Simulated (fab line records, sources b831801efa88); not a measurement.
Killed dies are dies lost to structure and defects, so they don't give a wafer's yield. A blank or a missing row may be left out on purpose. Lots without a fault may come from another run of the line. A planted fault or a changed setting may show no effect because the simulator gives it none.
One fault seen from 2 desks | flow gf180mcu | each desk has only its own numbers; what lay behind them comes last

THE METROLOGY DESK
What the gauges read, lot by lot, whatever tool the lot ran on: means of the sampled wafers that have a number. A lot is out of limits, marked OUT, if its mean lies more than 4 standard deviations from the usual mean; the brackets give that distance.
Columns: A = V3_CVD_00_THK at GF_V3_THK_MEAS_01, usual 602 nm
lot  | first seen here | A
L805 | day 21 14:05    | 604
L808 | day 22 19:42    | 602
L809 | day 23 02:17    | 599
L810 | day 23 02:47    | 603
L811 | day 23 14:52    | 604
L814 | day 24 13:25    | 500 (-19) OUT
L824 | day 27 17:58    | 609
L825 | day 28 00:31    | 607
L826 | day 28 05:31    | 604
L827 | day 28 15:34    | 606
L828 | day 29 01:10    | 606
This desk's finding: out of limits on L814; first on L814, day 24 13:25 (V3_CVD_00_THK at GF_V3_THK_MEAS_01). In limits: L805, L808, L809, L810, L811, L824, L825, L826, L827, L828.

THE TOOL OWNER'S DESK: hdpcvd-01
The tool's own readings at GF_V3_CVD_00 (deposits SiO2, target thk 600 nm, time 100 s): means of the sampled wafers that have a number, for each lot that ran on this tool. A lot is out of limits, marked OUT, if its mean lies more than 4 standard deviations from the usual mean; the brackets give that distance.
Columns: A = sih4_flow_sccm at GF_V3_CVD_00, usual 59.99 sccm
lot  | first seen here | A
L805 | day 21 14:01    | 60.05
L808 | day 22 19:37    | 60.04
L810 | day 23 02:43    | 60.01
L811 | day 23 14:46    | 59.90
L814 | day 24 13:19    | 49.96 (-59) OUT
L826 | day 28 05:25    | 60.05
L827 | day 28 15:29    | 59.95
This desk's finding: out of limits on L814; first on L814, day 24 13:19 (sih4_flow_sccm at GF_V3_CVD_00). In limits: L805, L808, L810, L811, L826, L827.

PUT TOGETHER
The tool owner's desk could have raised an alarm at day 24 13:19, on L814.
The metrology desk could have raised an alarm at day 24 13:25, on L814.
Of the lots named, all ran GF_V3_CVD_00 on hdpcvd-01.

WHAT THE SIMULATOR HAD PUT IN
Process parameter drift: hdpcvd-01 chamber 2, from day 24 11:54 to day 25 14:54, at GF_V3_CVD_00. Setting sih4_flow_sccm, moved by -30, from 60. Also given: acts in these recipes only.
Lots struck among those shown: L814.
Hours from the fault's start to each desk's first reading out of limits: the tool owner's desk, 1; the metrology desk, 2.
